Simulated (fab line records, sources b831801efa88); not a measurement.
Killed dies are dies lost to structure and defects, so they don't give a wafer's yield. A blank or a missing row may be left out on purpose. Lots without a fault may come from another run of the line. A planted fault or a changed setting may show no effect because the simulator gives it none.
fab line records | flow sky130
record lots=13 wafers=39 last_day=50
route steps=708 shown FIELD_ISO@14 SONOS_ONO@169 PASSIVATION@682 PAD_OPEN@708
lots that met no fault: from a run of the same line without faults
start_h: hours from the record's first day to the start of the lot's first wafer shown | wait_h: hours since the lot's step before | " the same as in the row above | L1.1+2: a row that stands for several wafers | - no value, or no start given | * or withheld: withheld | < > ~ a bound
route shown NAME@n: a module of which the file shows steps, and the number in the route of the first | usual: mean/standard deviation of fault-free wafers | same: alike in all rows | chamber/n: place in a boat | sites: the reading at each site | _std_site: their standard deviation | _edge_site: outer sites' mean less inner sites' | radius_mm: how far each site lies from the wafer's centre | mask NAME#n: copy n | behind: the tool/chamber that last shaped the wafer | hold: why the lot was held/for how many hours/how that ended | device: the transistor (n, p or np) that didn't switch | end of line: the same wafers' tests at the end of the route | a step without rows: its recipe alone | killed: dies lost to structure and defects at the first sort, not the wafer's yield | map: a wafer's dies, x killed, . not, _ none there
set.NAME: the setting as run; set.NAME@STEP: as run at that earlier step | model.NAME: the simulator's own value behind a step, which no gauge read
steps of the route over a sample of lots; a table a step, a row a wafer
services: from which hour (start_h, from the record's first day; less than 0 if before it) a tool's chamber was out of use, for how many hours, and why
## steps
# step SKY_FIELD_ISO_CD_MEAS_13
# recipe target_cd_nm=150
# usual cd_nm=149.6/1.5
# columns lot.wafer tool chamber start_h wait_h cd_nm
L172.1 cd_sem-01 - 27.97 - 148.7
L172.3 " - " " 149.3
L172.5 " - " " 149.1
L173.2 cd_sem-02 - 35.88 - 149.8
L173.3 " - " " 149.4
L173.5 " - " " 149.7
L174.1 cd_sem-02 - 40.23 - 149.6
L174.3 " - " " 149.0
L174.5 " - " " 149.1
L175.3 cd_sem-01 - 47.55 - 150.6
L175.4 " - " " 149.2
L175.6 " - " " 150.3
L176.2 cd_sem-02 - 49.23 - 147.2
L176.4 " - " " 147.9
L176.6 " - " " 147.7
L177.1 cd_sem-01 - 54.81 - 150.9
L177.5 " - " " 151.4
L177.6 " - " " 151.1
L178.3 cd_sem-02 - 59.97 - 149.5
L178.4 " - " " 149.1
L178.5 " - " " 152.8
L181.2 cd_sem-01 - 76.58 - 150.4
L181.5 " - " " 150.4
L181.6 " - " " 148.8
L186.1 cd_sem-01 - 102.76 - 150.0
L186.3 " - " " 149.4
L186.5 " - " " 149.8
L187.1 cd_sem-01 - 108.12 - 150.9
L187.2 " - " " 150.0
L187.4 " - " " 151.5
L192.1 cd_sem-01 - 132.23 - 149.7
L192.3 " - " " 149.9
L192.5 " - " " 149.6
L194.2 cd_sem-02 - 145.49 - 149.2
L194.3 " - " " 151.8
L194.5 " - " " 150.1
L195.4 cd_sem-02 - 150.14 - 151.1
L195.5 " - " " 151.1
L195.6 " - " " 150.3
# step SKY_FIELD_ISO_ETCH_17
# recipe target_depth_a=3420 mask_material=Si3N4 chemistry=HBr/Cl2/O2 target=Si taper_deg=5 icp_w=600 bias_w=150 pressure_mtorr=15 HBr_flow_sccm=150 Cl2_flow_sccm=40 O2_flow_sccm=6 time_s=97.7
# usual drypump_motor_current_A=5.8/0.57 oes_product_au=0.993/0.014 run_length_s=125.8/0.37 throttle_valve_pct=25.660/0.013
# columns lot.wafer tool chamber start_h wait_h drypump_motor_current_A oes_product_au rf_hours_counter_h run_length_s throttle_valve_pct
L172.1 rie_si-01 3 28.29 0.1 5.1 0.988 131 125.7 25.649
L172.3 " 0 " " 5.4 0.975 1 125.3 25.680
L172.5 " 3 " " 5.1 1.000 - 125.8 25.656
L173.2 rie_si-01 0 36.18 0.1 5.5 0.976 1 125.7 25.671
L173.3 " 1 " " 5.7 1.002 111 125.9 25.660
L173.5 " 0 " " 5.5 0.980 - 125.5 25.674
L174.1 rie_si-02 2 40.55 0.1 5.1 1.001 140 126.9 25.660
L174.3 " 0 " " 6.5 0.985 44 125.5 25.663
L174.5 " 3 " " 6.4 1.013 - 126.5 25.661
L175.3 rie_si-02 1 47.83 0.0 6.4 1.005 16 125.6 25.647
L175.4 " 2 " " 5.1 1.010 140 126.2 25.661
L175.6 " 0 " " 6.5 0.986 - 125.4 25.662
L176.2 rie_si-01 3 49.53 0.1 5.1 1.006 131 126.1 25.651
L176.4 " 0 " " 5.5 0.985 1 126.1 25.668
L176.6 " 1 " " 5.7 1.015 - 125.4 25.638
L177.1 rie_si-02 3 55.13 0.1 6.4 1.011 2 125.6 25.656
L177.5 " 1 " " 6.4 0.997 - 125.7 25.669
L177.6 " 0 " " 6.5 0.990 - 125.3 25.667
L178.3 rie_si-01 2 60.25 0.0 5.4 0.982 110 125.9 25.671
L178.4 " 1 " " 5.7 1.001 - 125.8 25.661
L178.5 " 2 " " 5.4 0.978 - 126.1 25.664
L181.2 rie_si-02 2 76.88 0.1 5.1 0.994 141 126.4 25.668
L181.5 " 3 " " 6.4 1.013 - 125.6 25.655
L181.6 " 2 " " 5.0 1.000 - 126.3 25.671
L186.1 rie_si-02 1 103.08 0.1 6.4 1.002 16 125.7 25.648
L186.3 " 2 " " 5.1 0.999 141 129.7 25.660
L186.5 " 3 " " 6.4 1.020 - 125.7 25.645
L187.1 rie_si-02 2 108.44 0.1 5.0 1.004 141 126.4 25.654
L187.2 " 0 " " 6.5 0.990 45 125.3 25.644
L187.4 " 1 " " 6.4 0.987 16 129.1 25.669
L192.1 rie_si-01 3 132.55 0.1 5.1 1.001 132 125.5 25.639
L192.3 " 0 " " 5.5 0.979 2 125.5 25.678
L192.5 " 1 " " 5.7 0.985 - 125.2 25.660
L194.2 rie_si-01 1 145.79 0.1 5.7 1.006 112 125.2 25.658
L194.3 " 0 " " 5.5 0.989 2 125.5 25.675
L194.5 " 0 " " 5.5 0.979 - 125.9 25.654
L195.4 rie_si-01 2 150.40 0.0 5.4 0.981 111 126.4 25.673
L195.5 " 2 " " 5.4 0.975 - 126.0 25.669
L195.6 " 1 " " 5.7 0.992 - 125.2 25.657
# step SKY_SONOS_ONO_THK_MEAS_01
# recipe reads=SiO2_of_SONOS_ONO_OXIDATION_00
# usual SONOS_ONO_OXIDATION_THK=2.60/0.056
# columns lot.wafer tool chamber start_h wait_h SONOS_ONO_OXIDATION_THK[nm]
L172.1 film_metro-04 - 250.48 0.0 2.68
L172.3 " - " " 2.73
L172.5 " - " " 2.63
L173.2 film_metro-01 - 260.30 0.0 2.65
L173.3 " - " " 2.71
L173.5 " - " " 2.66
L174.1 film_metro-01 - 269.34 0.0 2.64
L174.3 " - " " 2.70
L174.5 " - " " 2.67
L176.2 film_metro-04 - 284.43 0.0 2.54
L176.4 " - " " 2.49
L176.6 " - " " 2.46
L175.3 film_metro-03 - 284.44 0.0 2.57
L175.4 " - " " 2.52
L175.6 " - " " 2.49
L177.1 film_metro-03 - 293.20 0.0 2.61
L177.5 " - " " 2.64
L177.6 " - " " 2.64
L178.3 film_metro-04 - 298.35 0.0 2.52
L178.4 " - " " 2.50
L178.5 " - " " 2.54
L181.2 film_metro-01 - 322.99 0.0 2.70
L181.5 " - " " 2.62
L181.6 " - " " 2.54
L186.1 film_metro-03 - 363.37 0.0 2.65
L186.3 " - " " 2.69
L186.5 " - " " 2.66
L187.1 film_metro-03 - 372.66 0.0 2.55
L187.2 " - " " 2.70
L187.4 " - " " 2.61
L192.1 film_metro-01 - 415.98 0.0 2.60
L192.3 " - " " 2.58
L192.5 " - " " 2.63
L194.2 film_metro-01 - 429.89 0.0 2.61
L194.3 " - " " 2.59
L194.5 " - " " 2.59
L195.4 film_metro-04 - 438.04 0.0 2.59
L195.5 " - " " 2.60
L195.6 " - " " 2.56
# step SKY_PASSIVATION_THK_MEAS_01
# recipe reads=SiO2_of_PASSIVATION_CVD_00
# usual PASSIVATION_CVD_00_THK=89.8/1.2
# columns lot.wafer tool chamber start_h wait_h PASSIVATION_CVD_00_THK[nm]
L172.1 film_metro-02 - 1028.92 - 90.3
L172.3 " - " " 89.5
L172.5 " - " " 91.3
L173.2 film_metro-02 - 1032.89 - 88.7
L173.3 " - " " 89.5
L173.5 " - " " 92.2
L174.1 film_metro-04 - 1040.40 - 87.3
L174.3 " - " " 89.1
L174.5 " - " " 89.5
L175.3 film_metro-04 - 1059.83 - 90.0
L175.4 " - " " 91.5
L175.6 " - " " 91.9
L176.2 film_metro-01 - 1061.50 - 88.7
L176.4 " - " " 89.2
L176.6 " - " " 89.8
L177.1 film_metro-04 - 1064.26 - 89.5
L177.5 " - " " 89.6
L177.6 " - " " 90.2
L178.3 film_metro-04 - 1068.88 - 89.3
L178.4 " - " " 91.3
L178.5 " - " " 91.0
L181.2 film_metro-02 - 1088.67 - 88.4
L181.5 " - " " 91.2
L181.6 " - " " 88.6
L186.1 film_metro-04 - 1114.19 - 87.4
L186.3 " - " " 88.3
L186.5 " - " " 88.6
L187.1 film_metro-02 - 1125.35 - 90.1
L187.2 " - " " 90.6
L187.4 " - " " 89.0
L192.1 film_metro-01 - 1152.96 - 89.9
L192.3 " - " " 90.5
L192.5 " - " " 90.6
L195.4 film_metro-02 - 1165.83 - 90.5
L195.5 " - " " 90.5
L195.6 " - " " 88.3
L194.2 film_metro-01 - 1165.83 - 90.0
L194.3 " - " " 89.2
L194.5 " - " " 90.3
# step SKY_PAD_OPEN_PROBE_99
# usual killed_at_M0_to_M3=44/7.5 killed_at_M4_up=3.2/1.9 killed_at_contacts=23/4.7 killed_at_front_end=15/4.7 killed_at_other=0.4/0.66 killed_dies=87/9.3 killed_on_rim=17/4.1 killed_open=47/7.2 killed_short=39/6.5
# same gross_dies=492 killed_at_back_side=0
# columns lot.wafer tool chamber start_h wait_h killed_at_M0_to_M3 killed_at_M4_up killed_at_contacts killed_at_front_end killed_at_other killed_dies killed_on_rim killed_open killed_short
L172.1 prober-02 - 1074.90 0.1 38 3 25 19 1 86 18 46 40
L172.3 prober-02 - 1075.00 0.2 47 3 27 10 1 88 14 55 33
L172.5 prober-02 - 1075.10 0.2 43 0 22 13 0 78 15 37 41
L173.2 prober-01 - 1078.96 0.1 32 8 26 11 0 77 17 49 28
L173.3 prober-01 - 1079.01 0.2 36 2 26 18 2 84 15 43 41
L173.5 prober-01 - 1079.11 0.2 34 2 27 14 1 78 21 49 29
L174.1 prober-02 - 1086.04 0.1 48 2 23 11 0 84 21 44 40
L174.3 prober-02 - 1086.14 0.2 47 1 23 25 1 97 23 55 42
L174.5 prober-02 - 1086.24 0.2 36 5 20 12 1 74 15 42 32
L175.3 prober-01 - 1107.07 0.2 42 7 18 10 1 78 14 43 35
L175.4 prober-01 - 1107.12 0.2 43 7 36 14 0 100 18 49 51
L175.6 prober-01 - 1107.22 0.2 40 4 22 10 0 76 18 39 37
L176.2 prober-02 - 1107.59 0.1 50 1 22 15 0 88 20 45 43
L176.4 prober-02 - 1107.69 0.2 52 3 20 10 0 85 19 47 38
L176.6 prober-02 - 1107.79 0.2 55 3 32 19 0 109 17 59 50
L177.1 prober-01 - 1109.28 0.1 45 2 23 20 0 90 20 50 39
L177.5 prober-01 - 1109.48 0.2 58 3 23 20 0 104 21 55 49
L177.6 prober-01 - 1109.53 0.2 40 3 22 27 0 92 20 53 35
L178.3 prober-02 - 1112.19 0.2 61 2 19 16 0 98 18 56 42
L178.4 prober-02 - 1112.24 0.2 50 2 20 17 0 89 24 52 37
L178.5 prober-02 - 1112.29 0.2 42 2 17 13 0 74 15 37 37
L181.2 prober-01 - 1132.55 0.1 56 7 25 14 1 103 26 61 41
L181.5 prober-01 - 1132.70 0.2 37 3 20 13 2 75 9 36 37
L181.6 prober-01 - 1132.75 0.2 45 4 23 14 1 87 19 45 41
L186.1 prober-02 - 1154.80 0.1 54 3 24 14 0 95 19 54 41
L186.3 prober-02 - 1154.90 0.2 47 0 25 12 0 84 18 42 41
L186.5 prober-02 - 1155.00 0.2 41 3 22 10 1 77 12 47 29
L187.1 prober-01 - 1163.98 0.1 46 2 28 13 0 89 12 49 39
L187.2 prober-01 - 1164.03 0.1 50 5 26 12 0 93 12 41 52
L187.4 prober-01 - 1164.13 0.2 48 3 24 13 0 88 15 49 39
L192.1 prober-02 - 1189.95 0.1 47 6 24 14 0 91 8 49 42
L192.3 prober-02 - 1190.05 0.2 45 4 24 16 0 89 7 47 40
L192.5 prober-02 - 1190.15 0.2 42 5 21 17 0 85 12 40 45
L195.4 prober-02 - 1199.84 0.2 36 2 25 10 0 73 9 44 29
L195.5 prober-02 - 1199.89 0.2 38 5 21 11 0 75 10 43 31
L195.6 prober-02 - 1199.94 0.2 38 3 20 8 1 70 10 40 29
L194.2 prober-01 - 1201.24 0.1 44 2 25 9 1 81 20 44 37
L194.3 prober-01 - 1201.29 0.2 43 3 26 24 0 96 14 51 45
L194.5 prober-01 - 1201.39 0.2 39 7 11 16 0 73 14 37 34
# killed by level:class
L172.1 CONTACT:geometric_particle:open=9 VIA1:geometric_particle:open=8 METAL1:geometric_particle:short=7 POLY_GATE:geometric_particle:open=6 METAL2:geometric_particle:short=5 VIA3:geometric_particle:open=5 LI_CONTACT:geometric_particle:short=4 LI_CONTACT:geometric_particle:open=4
L172.3 CONTACT:geometric_particle:open=12 VIA1:geometric_particle:open=10 LI_CONTACT:geometric_particle:open=9 METAL1:geometric_particle:short=8 VIA1:geometric_particle:short=6 VIA3:geometric_particle:open=5 METAL2:geometric_particle:short=5 METAL1:geometric_particle:open=4
L172.5 METAL1:geometric_particle:short=13 VIA1:geometric_particle:open=7 METAL2:geometric_particle:short=7 CONTACT:geometric_particle:short=5 LI_CONTACT:geometric_particle:open=5 LOCAL_INTERCONNECT:geometric_particle:short=5 CONTACT:geometric_particle:open=5 VIA3:geometric_particle:open=5
L173.2 VIA1:geometric_particle:open=11 CONTACT:geometric_particle:open=9 LI_CONTACT:geometric_particle:open=8 METAL2:geometric_particle:short=6 CONTACT:geometric_particle:short=4 METAL4:geometric_particle:open=4 FIELD_ISO:geometric_particle:short=3 POLY_GATE:geometric_particle:open=3
L173.3 CONTACT:geometric_particle:open=10 VIA1:geometric_particle:open=9 CONTACT:geometric_particle:short=6 VIA2:geometric_particle:open=6 FIELD_ISO:geometric_particle:open=4 FIELD_ISO:geometric_particle:short=4 POLY_GATE:geometric_particle:open=4 LI_CONTACT:geometric_particle:open=4
L173.5 CONTACT:geometric_particle:open=12 VIA1:geometric_particle:open=8 LI_CONTACT:geometric_particle:open=7 FIELD_ISO:geometric_particle:open=5 VIA3:geometric_particle:open=5 CONTACT:geometric_particle:short=4 METAL2:geometric_particle:short=4 VIA2:geometric_particle:short=4
L174.1 METAL1:geometric_particle:short=8 CONTACT:geometric_particle:short=8 VIA1:geometric_particle:open=8 LI_CONTACT:geometric_particle:open=6 METAL3:geometric_particle:short=6 CONTACT:geometric_particle:open=6 VIA2:geometric_particle:short=5 VIA3:geometric_particle:open=5
L174.3 METAL1:geometric_particle:short=9 VIA2:geometric_particle:open=8 LI_CONTACT:geometric_particle:open=8 VIA1:geometric_particle:open=8 FIELD_ISO:geometric_particle:open=6 VIA3:geometric_particle:open=6 POLY_GATE:geometric_particle:open=5 CONTACT:geometric_particle:open=5
L174.5 VIA2:geometric_particle:open=10 CONTACT:geometric_particle:open=7 METAL2:geometric_particle:short=6 METAL1:geometric_particle:short=4 LI_CONTACT:geometric_particle:open=4 CONTACT:geometric_particle:short=4 VIA1:geometric_particle:short=4 VIA1:geometric_particle:open=4
L175.3 VIA1:geometric_particle:open=12 CONTACT:geometric_particle:open=6 VIA3:geometric_particle:open=6 LI_CONTACT:geometric_particle:open=4 VIA1:geometric_particle:short=4 VIA2:geometric_particle:open=4 CONTACT:geometric_particle:short=3 LI_CONTACT:geometric_particle:short=3
L175.4 CONTACT:geometric_particle:open=16 VIA1:geometric_particle:short=10 LI_CONTACT:geometric_particle:open=8 VIA1:geometric_particle:open=6 METAL4:geometric_particle:short=6 POLY_GATE:geometric_particle:short=5 LOCAL_INTERCONNECT:geometric_particle:short=5 METAL1:geometric_particle:short=5
L175.6 VIA1:geometric_particle:open=9 LI_CONTACT:geometric_particle:open=8 VIA1:geometric_particle:short=7 CONTACT:geometric_particle:open=6 METAL1:geometric_particle:short=5 VIA2:geometric_particle:open=5 LI_CONTACT:geometric_particle:short=4 CONTACT:geometric_particle:short=4
L176.2 VIA3:geometric_particle:open=13 METAL2:geometric_particle:short=11 CONTACT:geometric_particle:open=8 VIA1:geometric_particle:open=8 LI_CONTACT:geometric_particle:open=5 CONTACT:geometric_particle:short=5 METAL1:geometric_particle:short=5 VIA1:geometric_particle:short=4
L176.4 VIA1:geometric_particle:open=14 CONTACT:geometric_particle:open=8 VIA1:geometric_particle:short=8 METAL2:geometric_particle:short=8 VIA2:geometric_particle:open=6 VIA3:geometric_particle:open=5 LI_CONTACT:geometric_particle:open=4 CONTACT:geometric_particle:short=4
L176.6 CONTACT:geometric_particle:open=15 VIA1:geometric_particle:open=12 METAL2:geometric_particle:short=10 VIA1:geometric_particle:short=8 VIA3:geometric_particle:open=7 POLY_GATE:geometric_particle:open=6 LI_CONTACT:geometric_particle:open=5 METAL1:geometric_particle:short=5
L177.1 VIA1:geometric_particle:open=9 VIA3:geometric_particle:open=8 FIELD_ISO:geometric_particle:open=7 CONTACT:geometric_particle:open=7 METAL1:geometric_particle:short=6 POLY_GATE:geometric_particle:short=5 LI_CONTACT:geometric_particle:short=5 VIA1:geometric_particle:short=5
L177.5 VIA1:geometric_particle:open=14 VIA2:geometric_particle:open=9 VIA3:geometric_particle:open=9 CONTACT:geometric_particle:short=7 VIA3:geometric_particle:short=6 FIELD_ISO:geometric_particle:short=5 POLY_GATE:geometric_particle:short=5 LI_CONTACT:geometric_particle:open=5
L177.6 VIA1:geometric_particle:open=11 FIELD_ISO:geometric_particle:open=9 POLY_GATE:geometric_particle:open=7 CONTACT:geometric_particle:open=7 VIA3:geometric_particle:open=6 CONTACT:geometric_particle:short=6 METAL2:geometric_particle:short=4 LI_CONTACT:geometric_particle:open=4
L178.3 VIA1:geometric_particle:open=18 VIA2:geometric_particle:open=11 VIA1:geometric_particle:short=8 LI_CONTACT:geometric_particle:open=7 VIA3:geometric_particle:open=7 POLY_GATE:geometric_particle:short=5 CONTACT:geometric_particle:short=5 CONTACT:geometric_particle:open=4
L178.4 VIA1:geometric_particle:open=15 VIA1:geometric_particle:short=8 FIELD_ISO:geometric_particle:open=7 CONTACT:geometric_particle:open=7 VIA2:geometric_particle:open=7 LI_CONTACT:geometric_particle:open=6 VIA3:geometric_particle:open=5 POLY_GATE:geometric_particle:short=4
L178.5 VIA3:geometric_particle:open=10 METAL1:geometric_particle:short=6 CONTACT:geometric_particle:open=5 VIA1:geometric_particle:short=5 VIA1:geometric_particle:open=5 VIA2:geometric_particle:open=5 POLY_GATE:geometric_particle:short=4 LOCAL_INTERCONNECT:geometric_particle:short=4
L181.2 VIA1:geometric_particle:open=13 LI_CONTACT:geometric_particle:open=12 CONTACT:geometric_particle:open=8 METAL1:geometric_particle:short=7 VIA3:geometric_particle:open=7 POLY_GATE:geometric_particle:open=6 VIA1:geometric_particle:short=6 METAL2:geometric_particle:short=5
L181.5 VIA1:geometric_particle:open=7 CONTACT:geometric_particle:open=6 METAL2:geometric_particle:short=6 POLY_GATE:geometric_particle:open=5 LOCAL_INTERCONNECT:geometric_particle:short=5 VIA1:geometric_particle:short=4 LI_CONTACT:geometric_particle:open=4 VIA2:geometric_particle:short=4
L181.6 VIA1:geometric_particle:open=10 CONTACT:geometric_particle:open=9 METAL1:geometric_particle:short=8 LI_CONTACT:geometric_particle:open=6 METAL2:geometric_particle:short=6 VIA3:geometric_particle:open=6 POLY_GATE:geometric_particle:open=4 CONTACT:geometric_particle:short=4
L186.1 CONTACT:geometric_particle:open=10 VIA1:geometric_particle:open=10 VIA2:geometric_particle:open=7 LI_CONTACT:geometric_particle:open=6 VIA3:geometric_particle:open=6 VIA3:geometric_particle:short=6 POLY_GATE:geometric_particle:short=4 CONTACT:geometric_particle:short=4
L186.3 VIA1:geometric_particle:open=13 METAL2:geometric_particle:short=9 CONTACT:geometric_particle:short=8 METAL1:geometric_particle:short=7 LI_CONTACT:geometric_particle:open=6 CONTACT:geometric_particle:open=6 VIA3:geometric_particle:open=4 LOCAL_INTERCONNECT:geometric_particle:short=4
L186.5 VIA1:geometric_particle:open=13 VIA3:geometric_particle:open=9 CONTACT:geometric_particle:open=8 VIA2:geometric_particle:open=5 LI_CONTACT:geometric_particle:short=4 CONTACT:geometric_particle:short=4 METAL2:geometric_particle:short=4 FIELD_ISO:geometric_particle:open=3
L187.1 VIA1:geometric_particle:open=15 METAL2:geometric_particle:short=9 LI_CONTACT:geometric_particle:open=7 CONTACT:geometric_particle:short=7 CONTACT:geometric_particle:open=6 VIA1:geometric_particle:short=6 FIELD_ISO:geometric_particle:open=5 VIA2:geometric_particle:open=5
L187.2 VIA1:geometric_particle:open=13 CONTACT:geometric_particle:open=8 VIA2:geometric_particle:open=7 LI_CONTACT:geometric_particle:short=6 VIA3:geometric_particle:short=6 METAL4:geometric_particle:short=5 LOCAL_INTERCONNECT:geometric_particle:short=5 METAL2:geometric_particle:short=5
L187.4 VIA1:geometric_particle:open=11 VIA3:geometric_particle:open=8 CONTACT:geometric_particle:open=7 LOCAL_INTERCONNECT:geometric_particle:short=6 VIA2:geometric_particle:open=6 VIA3:geometric_particle:short=5 FIELD_ISO:geometric_particle:short=4 LI_CONTACT:geometric_particle:open=4
L192.1 CONTACT:geometric_particle:open=11 METAL2:geometric_particle:short=10 VIA3:geometric_particle:open=8 CONTACT:geometric_particle:short=7 VIA1:geometric_particle:open=7 VIA2:geometric_particle:open=6 FIELD_ISO:geometric_particle:open=5 VIA1:geometric_particle:short=5
L192.3 VIA1:geometric_particle:open=12 LI_CONTACT:geometric_particle:open=8 METAL2:geometric_particle:short=8 CONTACT:geometric_particle:open=7 VIA2:geometric_particle:open=5 POLY_GATE:geometric_particle:short=4 POLY_GATE:geometric_particle:open=4 METAL1:geometric_particle:short=4
L192.5 CONTACT:geometric_particle:open=8 METAL1:geometric_particle:short=7 FIELD_ISO:geometric_particle:short=6 VIA1:geometric_particle:open=6 VIA2:geometric_particle:open=6 FIELD_ISO:geometric_particle:open=5 METAL2:geometric_particle:short=5 VIA3:geometric_particle:open=5
L195.4 CONTACT:geometric_particle:open=14 VIA1:geometric_particle:open=9 METAL2:geometric_particle:short=7 LI_CONTACT:geometric_particle:open=5 FIELD_ISO:geometric_particle:open=4 VIA1:geometric_particle:short=4 CONTACT:geometric_particle:short=4 VIA2:geometric_particle:short=4
L195.5 VIA1:geometric_particle:open=13 CONTACT:geometric_particle:open=8 VIA3:geometric_particle:open=7 METAL2:geometric_particle:short=7 VIA1:geometric_particle:short=5 FIELD_ISO:geometric_particle:short=4 LI_CONTACT:geometric_particle:open=3 LOCAL_INTERCONNECT:geometric_particle:open=3
L195.6 VIA3:geometric_particle:open=10 VIA1:geometric_particle:open=9 CONTACT:geometric_particle:open=8 METAL3:geometric_particle:short=4 LI_CONTACT:geometric_particle:short=4 METAL4:geometric_particle:short=3 FIELD_ISO:geometric_particle:open=3 LI_CONTACT:geometric_particle:open=3
L194.2 CONTACT:geometric_particle:open=13 VIA1:geometric_particle:open=12 METAL2:geometric_particle:short=11 CONTACT:geometric_particle:short=6 VIA3:geometric_particle:open=6 POLY_GATE:geometric_particle:open=4 METAL1:geometric_particle:short=4 LI_CONTACT:geometric_particle:open=3
L194.3 CONTACT:geometric_particle:open=12 VIA1:geometric_particle:open=10 POLY_GATE:geometric_particle:open=7 LOCAL_INTERCONNECT:geometric_particle:short=7 METAL2:geometric_particle:short=7 FIELD_ISO:geometric_particle:short=6 VIA1:geometric_particle:short=6 POLY_GATE:geometric_particle:short=5
L194.5 VIA1:geometric_particle:open=11 METAL2:geometric_particle:short=8 POLY_GATE:geometric_particle:open=7 POLY_GATE:geometric_particle:short=6 METAL1:geometric_particle:short=4 VIA2:geometric_particle:open=4 CONTACT:geometric_particle:open=3 CONTACT:geometric_particle:short=3
## services
# columns tool chamber start_h hours kind
rie_si-01 3 51.35 16.0 repair
rie_si-01 - 69.23 14.6 pm
rie_si-02 2 121.77 - clean
rie_si-02 2 121.77 26.2 scheduled_down
rie_si-02 2 121.77 26.2 vent_cycle
rie_si-02 - 131.38 4.3 pm
## key
first_sign step=SKY_FIELD_ISO_ETCH_17 reading=run_length_s direction=up sigmas=9.6 usual=* struck=*
effect none on later readings
met_at SKY_FIELD_ISO_ETCH_17
struck_lots L186,L187
struck_wafers L186.3,L187.4
tester_left_out L186,L187
not_acting_at SKY_FIELD_ISO_CD_MEAS_13,SKY_SONOS_ONO_THK_MEAS_01,SKY_PASSIVATION_THK_MEAS_01
onset_between 76.88 103.08
fault kind=process_parameter_drift tool=rie_si-02 chamber=- onset_h=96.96 steps=SKY_FIELD_ISO_ETCH_17 channel=time_s offset=* shape=step end_h=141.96 scope=struck_wafers_only acts_in=* stated=*
# tester_left_out: of these lots the tester's yield and bins aren't shown, on N5 and GAA mostly nor the transistor test; their killed dies are dies lost to structure and defects alone, not to doping, threshold or leakage, so they don't give the yield
